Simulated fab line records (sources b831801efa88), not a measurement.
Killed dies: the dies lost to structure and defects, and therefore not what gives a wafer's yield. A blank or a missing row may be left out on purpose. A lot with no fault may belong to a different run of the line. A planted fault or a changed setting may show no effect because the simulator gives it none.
What tool caused it? | flow sky130 | 72 wafers from 24 lots sampled at 2 of the route's 708 steps

WHAT EACH GAUGE READ, for each wafer
SKY_METAL2_CD_MEAS_15: target cd 140 nm. Usual: cd nm reads 139.3 nm (standard deviation 1.3).
lot  | measured     | on        | cd nm (nm)        | flag
L074 | day 35 02:05 | cd sem-02 | 138.7 137.9 139.7 |
L075 | day 35 11:41 | cd sem-01 | 138.9 138.5 137.8 |
L076 | day 35 20:32 | cd sem-02 | 140.8 139.4 140.8 |
L077 | day 36 09:53 | cd sem-01 | 138.8 139.5 138.0 |
L078 | day 36 10:52 | cd sem-01 | 137.9 138.1 139.3 |
L079 | day 36 20:19 | cd sem-02 | 138.2 140.1 140.0 |
L080 | day 37 10:46 | cd sem-01 | 138.7 137.5 139.1 |
L081 | day 37 15:16 | cd sem-02 | 137.8 138.2 137.9 |
L082 | day 38 11:13 | cd sem-02 | 139.0 140.4 139.6 |
L084 | day 39 10:10 | cd sem-02 | 140.8 139.4 140.1 |
L083 | day 39 11:19 | cd sem-02 | 138.7 137.4 137.2 |
L085 | day 39 13:19 | cd sem-02 | 138.8 138.3 139.0 |
L087 | day 39 13:34 | cd sem-01 | 138.4 136.7 137.1 |
L086 | day 39 16:49 | cd sem-02 | 140.6 141.5 141.6 |
L088 | day 39 18:04 | cd sem-01 | 141.3 141.6 142.8 |
L089 | day 40 00:16 | cd sem-01 | 139.3 139.4 138.4 |
L090 | day 40 07:46 | cd sem-02 | 141.2 141.4 139.8 |
L092 | day 40 16:35 | cd sem-02 | 137.7 139.4 139.6 |
L091 | day 40 18:34 | cd sem-02 | 140.4 140.3 140.3 |
L093 | day 41 00:07 | cd sem-01 | 139.1 137.2 138.5 |
L094 | day 41 04:23 | cd sem-02 | 140.4 138.8 139.2 |
L095 | day 41 15:14 | cd sem-01 | 139.7 138.3 138.7 |
L096 | day 41 21:34 | cd sem-01 | 139.7 139.4 139.3 |
L097 | day 42 17:34 | cd sem-02 | 140.4 139.9 140.3 |

SKY_VIA3_OVL_MEAS_13. Usual: for VIA3_OVL the level is -2 nm and the standard deviation is 5.6.
lot  | measured     | on         | VIA3_OVL (nm) | flag
L074 | day 39 14:25 | overlay-02 | -8 -5 -10     |
L075 | day 39 23:20 | overlay-01 | 3 4 4         |
L076 | day 40 06:05 | overlay-01 | -11 -8 -6     |
L077 | day 40 21:12 | overlay-02 | -2 -2 6       |
L078 | day 40 21:32 | overlay-01 | -8 -4 -12     |
L079 | day 41 06:35 | overlay-01 | -8 -13 -9     |
L080 | day 41 19:46 | overlay-02 | -1 -3 -3      |
L081 | day 42 00:47 | overlay-02 | -11 -14 -10   |
L082 | day 42 16:31 | overlay-01 | -5 -3 -1      |
L084 | day 43 15:19 | overlay-02 | -6 -7 -1      |
L083 | day 43 15:47 | overlay-01 | 6 8 0         |
L085 | day 43 18:58 | overlay-02 | 0 -1 -1       |
L087 | day 43 19:14 | overlay-01 | 1 -2 -1       |
L086 | day 43 21:47 | overlay-01 | 2 -2 2        |
L088 | day 43 23:04 | overlay-02 | 5 2 8         |
L089 | day 44 05:49 | overlay-01 | -1 -5 3       |
L090 | day 44 10:56 | overlay-02 | -8 -5 -10     |
L092 | day 44 18:21 | overlay-02 | 10 12 4       |
L091 | day 44 22:08 | overlay-01 | 1 13 6        |
L093 | day 45 02:26 | overlay-01 | 7 0 3         |
L094 | day 45 06:30 | overlay-01 | -3 -2 -6      |
L095 | day 45 14:28 | overlay-02 | 2 -1 -5       |
L096 | day 45 22:13 | overlay-02 | 4 0 -3        |
L097 | day 46 14:22 | overlay-01 | 4 -3 1        |

EACH LOT AND THE TOOL THAT RAN IT (in order: tool; ch and the chambers of the sampled wafers; start)
The record holds no process step before these readings.

AS READ BY THE TOOLS THEMSELVES (means over the sampled wafers that have a number; for cases with no such wafer, the mark the record gives instead)
The record holds no such reading with a usual standard deviation.

THE ANSWER, worked out from the rows above alone
Rule: a lot counts as off when the mean over its wafers that have a number is more than 3 standard deviations away from the usual mean. A lot without any number at a reading at which 4 lots or more have one is off too. Where the step has rows for the other lots, those lots are counted as sound. After the gauges, taken in route order, come the tools' own readings; for these a lot's mean is taken, as printed above. The first step at which some lot is off is used, and at that step the reading that is off furthest; a lot without a number counts as furthest.
None of the lots is off at any reading shown; this tells nothing.

WHAT HAD BEEN PUT IN BY THE SIMULATOR
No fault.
